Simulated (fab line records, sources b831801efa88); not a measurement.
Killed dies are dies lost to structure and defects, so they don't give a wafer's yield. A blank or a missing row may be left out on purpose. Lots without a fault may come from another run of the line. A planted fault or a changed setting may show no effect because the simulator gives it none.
Which tool did it? | flow sky130 | 14 lots, 42 wafers sampled, at 3 steps of a route of 708

WHAT THE GAUGES READ, wafer by wafer
SKY_SONOS_ONO_THK_MEAS_01.
lot  | measured     | on            | SONOS_ONO_OXIDATION_THK (nm)
L180 | day 11 03:25 | film_metro-01 | 2.60 2.58 2.62
L181 | day 11 16:46 | film_metro-01 | 2.59 2.59 2.66
L182 | day 11 21:21 | film_metro-03 | 2.65 2.68 2.66
L184 | day 12 19:50 | film_metro-03 | 2.77 2.65 2.67
L185 | day 13 06:55 | film_metro-04 | 2.54 2.60 2.62
L186 | day 13 11:23 | film_metro-01 | 2.65 2.68 2.66
L187 | day 13 19:51 | film_metro-04 | 2.60 2.70 2.64
L193 | day 15 18:22 | film_metro-03 | 2.63 2.57 2.64
L194 | day 16 00:59 | film_metro-01 | 2.72 2.60 2.64
L195 | day 16 10:40 | film_metro-04 | 2.60 2.65 2.59
L196 | day 16 20:11 | film_metro-01 | 2.69 2.67 2.67
L198 | day 17 05:59 | film_metro-01 | 2.52 2.53 2.57
L199 | day 18 01:16 | film_metro-04 | 2.62 2.57 2.61
L200 | day 18 04:59 | film_metro-03 | 2.56 2.54 2.55

SKY_POLY_GATE_THK_MEAS_04.
lot  | measured     | on            | POLY_GATE_CVD_03_THK (nm)
L180 | day 14 17:59 | film_metro-01 | 75.5 76.1 76.3
L181 | day 15 13:01 | film_metro-03 | 74.3 74.0 74.6
L182 | day 15 14:22 | film_metro-01 | 75.9 75.1 75.6
L184 | day 17 01:39 | film_metro-01 | 75.5 75.8 75.7
L185 | day 17 15:52 | film_metro-01 | 74.8 74.5 75.1
L186 | day 17 15:53 | film_metro-02 | 75.1 75.3 74.7
L187 | day 17 15:53 | film_metro-03 | 74.4 74.3 74.5
L193 | day 19 22:41 | film_metro-02 | 74.6 75.2 75.1
L194 | day 20 08:46 | film_metro-02 | 75.1 75.7 76.2
L195 | day 20 17:17 | film_metro-03 | 73.9 73.9 74.2
L196 | day 20 23:43 | film_metro-01 | 75.2 75.3 74.7
L198 | day 21 14:38 | film_metro-01 | 74.1 74.6 74.6
L199 | day 22 09:01 | film_metro-03 | 73.8 73.8 74.3
L200 | day 22 12:38 | film_metro-02 | 73.7 73.9 74.4

SKY_POLY_GATE_THK_MEAS_21.
lot  | measured     | on            | POLY_GATE_OXIDATION_THK (nm)
L180 | day 16 00:37 | film_metro-03 | 4.23 4.07 4.14
L181 | day 16 18:50 | film_metro-03 | 4.00 4.04 3.95
L182 | day 16 20:16 | film_metro-02 | 4.08 4.04 4.06
L184 | day 18 09:18 | film_metro-02 | 4.11 4.06 4.03
L185 | day 19 04:14 | film_metro-01 | 3.96 3.98 4.02
L186 | day 19 04:13 | film_metro-02 | 3.97 3.93 3.96
L187 | day 19 04:13 | film_metro-03 | 3.96 3.94 3.94
L193 | day 21 08:05 | film_metro-01 | 3.92 4.00 3.97
L194 | day 21 17:41 | film_metro-02 | 3.84 3.87 3.92
L195 | day 22 02:10 | film_metro-03 | 3.95 3.99 4.00
L196 | day 22 08:43 | film_metro-01 | 3.97 3.98 4.00
L198 | day 22 22:56 | film_metro-03 | 3.90 3.97 3.88
L199 | day 23 16:24 | film_metro-02 | 3.87 3.85 3.86
L200 | day 23 20:52 | film_metro-02 | 3.91 4.00 3.99

WHICH TOOL RAN EACH LOT (tool, then ch and the chambers of the sampled wafers, then the start)
The record holds no process step before these readings.

WHAT THE TOOLS THEMSELVES READ (means of the sampled wafers that have a number; where no wafer has one, the mark that the record gives instead)
The record holds no such reading with a usual standard deviation.

THE ANSWER, worked out from the rows above alone
Rule: what is usual is taken from the lots themselves. Put in order of their means at a reading, lots are off if they are a third of the lots or fewer, leave a main group of 4 or more, and stand apart from it by a gap of 3 or more times the standard deviation of the main group's means; of several such gaps the widest counts. A main group whose means are all the same, to the digits that the tables above print for the reading, isn't used. A lot without any number at a reading at which 4 lots or more have one is off too. The other lots that the step has rows for count as sound. The gauges are gone through in route order, then the tools' own readings, and for those a lot's mean is taken as printed above. The first step at which some lot is off is used, and at that step the reading that is off furthest; a lot without a number counts as furthest.
No lot is off at any reading shown: from this, nothing can be told.

WHAT THE SIMULATOR HAD PUT IN
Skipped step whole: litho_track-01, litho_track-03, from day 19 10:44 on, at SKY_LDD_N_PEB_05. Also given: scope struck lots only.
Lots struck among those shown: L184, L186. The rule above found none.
